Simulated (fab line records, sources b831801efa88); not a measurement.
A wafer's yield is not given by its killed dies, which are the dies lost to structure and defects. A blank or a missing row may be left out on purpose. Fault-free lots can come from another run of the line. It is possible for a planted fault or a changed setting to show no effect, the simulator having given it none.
Struck lot and sound lot, side by side || flow sky130 || 25 steps out of a route of 708
Sound: these wafers, L939.2, L939.3, L939.5. Struck: wafer L943.1 (L943.5, L943.6, from the same lot, were not struck and are left out); the cause is given at the end.
Order at every step that has rows: each side's tool, ch and its chambers, its first start. Under that, the readings that differ: sound wafers || struck wafers || difference of the means || sigmas: that difference in standard deviations of wafers without a fault.
alike: readings with means less than 2 such deviations apart, plus words and numbers identical on both sides. not compared: withheld readings, readings lacking a value on some wafer, bounds such as >300 that could conceal the same value, and numbers that have no deviation in the record and whose values overlap.
The two part at a step that has a row with sigmas, a row that says differs or no value, or rows on one side only. Numbers that have no deviation but don't overlap get no sigmas and don't part them. A reading that every wafer of one side lacks parts them only if that side has two wafers or more.

first, 9 steps without rows for these wafers: SKY_LI_CONTACT_ETCH_14 (etches BARC in N2/H2, stops on SiO2, time 45.9 s, target depth 60 nm); SKY_LI_CONTACT_ETCH_15 (etches PSG in C4F8/O2/Ar, stops on Si, target depth 600 nm); SKY_LI_CONTACT_STRIP_16 (strips in O2/N2); SKY_LI_CONTACT_CLEAN_17 (cleans in NMP, time 600 s); SKY_LI_CONTACT_PRE_CLEAN_18 (time 5.6 s); SKY_LI_CONTACT_SPUTTER_19 (material Ti, target thk 20 nm, time 106.37 s); SKY_LI_CONTACT_SPUTTER_20 (material TiN, target thk 20 nm, time 80 s); SKY_LI_CONTACT_CVD_21 (deposits W, target thk 400 nm, time 120.56 s); SKY_LI_CONTACT_CMP_24 (polishes, stops on PSG, t overpolish 20 s, target thk 0 nm).
SKY_LOCAL_INTERCONNECT_SPUTTER_00: material TiN, target thk 100 nm, time 83.3 s.
  sound on pvd sputter-01 at day 29 05:10; struck on pvd sputter-01 at day 30 15:40
{"reading": "throttle valve pct (%)", "sound": "32.0 31.3 30.1", "struck": 28.7, "difference": -2.4, "sigmas": -2}
{"reading": "model.TiN_of_LOCAL_INTERCONNECT_SPUTTER_00.thk nm (nm)", "sound": "101.8 102 101.9", "struck": 42.01, "difference": -59.89, "sigmas": ""}
SKY_LOCAL_INTERCONNECT_RS_MEAS_01: a four-point-probe measurement.
  sound on film metro-04 at day 29 05:14; struck on film metro-04 at day 30 16:01
{"reading": "LOCAL_INTERCONNECT_TIN_RS (ohm/sq)", "sound": "13.91 13.85 13.89", "struck": 35.94, "difference": "+22.06", "sigmas": "+99 or more"}
  not compared: hold
SKY_LOCAL_INTERCONNECT_THK_MEAS_02: measures by xrf.
  sound on film metro-04 at day 29 05:21; struck on film metro-04 at day 30 18:52
{"reading": "LOCAL_INTERCONNECT_TIN_THK (nm)", "sound": "101.5 102.0 101.7", "struck": 41.9, "difference": -59.8, "sigmas": -46}
  not compared: hold
then, 8 steps without rows for these wafers: SKY_LOCAL_INTERCONNECT_HMDS_04 (prime time 60 s); SKY_LOCAL_INTERCONNECT_COAT_05 (resist thk 60 nm); SKY_LOCAL_INTERCONNECT_COAT_06 (resist thk 450 nm); SKY_LOCAL_INTERCONNECT_SOFTBAKE_07 (time 90 s); SKY_LOCAL_INTERCONNECT_EXPOSE_08 (exposes mask LI1M, target cd 170 nm); SKY_LOCAL_INTERCONNECT_PEB_09; SKY_LOCAL_INTERCONNECT_DEVELOP_10 (develop time 60 s); SKY_LOCAL_INTERCONNECT_ETCH_13 (etches BARC in N2/H2, stops on SiO2, time 45.9 s, target depth 60 nm).
SKY_LOCAL_INTERCONNECT_METAL_ETCH_14: etches TiN in Cl2/BCl3, stops on PSG, target depth 110 nm, time 31.4 s.
  sound on rie metal-02 ch 0,1, day 30 09:09; struck on rie metal-03 ch 0, day 31 19:30
{"reading": "oes product au (a.u.)", "sound": "0.948 0.948 0.946", "struck": 0.620, "difference": -0.327, "sigmas": -40}
{"reading": "throttle valve pct (%)", "sound": "21.881 21.888 21.890", "struck": 22.108, "difference": "+0.222", "sigmas": "+20"}
  alike: chamber pressure mTorr, drypump motor current A, he backside leak sccm
  not compared: rf hours counter h
then, 1 step without rows for these wafers: SKY_LOCAL_INTERCONNECT_STRIP_15 (strips in O2/N2).
SKY_LOCAL_INTERCONNECT_STRIP_16: strips in post etch residue remover, time 1200 s.
  sound on wet bench-04 ch 3, day 30 09:19; struck on wet bench-01 ch 3, day 31 19:40
{"reading": "model.TiN_of_LOCAL_INTERCONNECT_SPUTTER_00.thk nm (nm)", "sound": "101.4 101.6 101.5", "struck": 41.59, "difference": -59.91, "sigmas": ""}
  alike: temp c
then, 1 step without rows for these wafers: SKY_LOCAL_INTERCONNECT_CLEAN_17 (cleans in IPA, time 180 s).
-- a jump in the record: the struck wafers' starts before and after are 15 days apart (it breaks off in module LOCAL_INTERCONNECT and resumes in module PAD_OPEN, where the first step shown is number 708 of the route) --
SKY_PAD_OPEN_PROBE_99:
  sound on prober-02 at day 45 18:35; struck on prober-02 at day 46 19:56
{"reading": "killed_at_M4_up", "sound": "0 1 4", "struck": 6, "difference": "+4", "sigmas": "+2"}
{"reading": "model.etest.res li.line ohm um", "sound": "75.04 74.06 73.84", "struck": 181.4, "difference": "+107.1", "sigmas": ""}
{"reading": "model.etest.res li.rs ohm sq", "sound": "12.57 12.63 12.61", "struck": 30.68, "difference": "+18.08", "sigmas": ""}
{"reading": "model.etest.mcon chain.rc ohm", "sound": "16.92 16.58 16.35", "struck": 26.35, "difference": "+9.73", "sigmas": ""}
  alike: killed_at_M0_to_M3, killed at contacts, killed at front end, killed at other, killed dies, killed open, killed short

## WHERE THEY PART
First at SKY_LOCAL_INTERCONNECT_SPUTTER_00; last, within this record, at SKY_PAD_OPEN_PROBE_99.

WHY: what the simulator had put in
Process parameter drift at SKY_LOCAL_INTERCONNECT_SPUTTER_00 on pvd sputter-01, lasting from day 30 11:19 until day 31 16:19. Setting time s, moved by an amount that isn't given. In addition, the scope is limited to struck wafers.
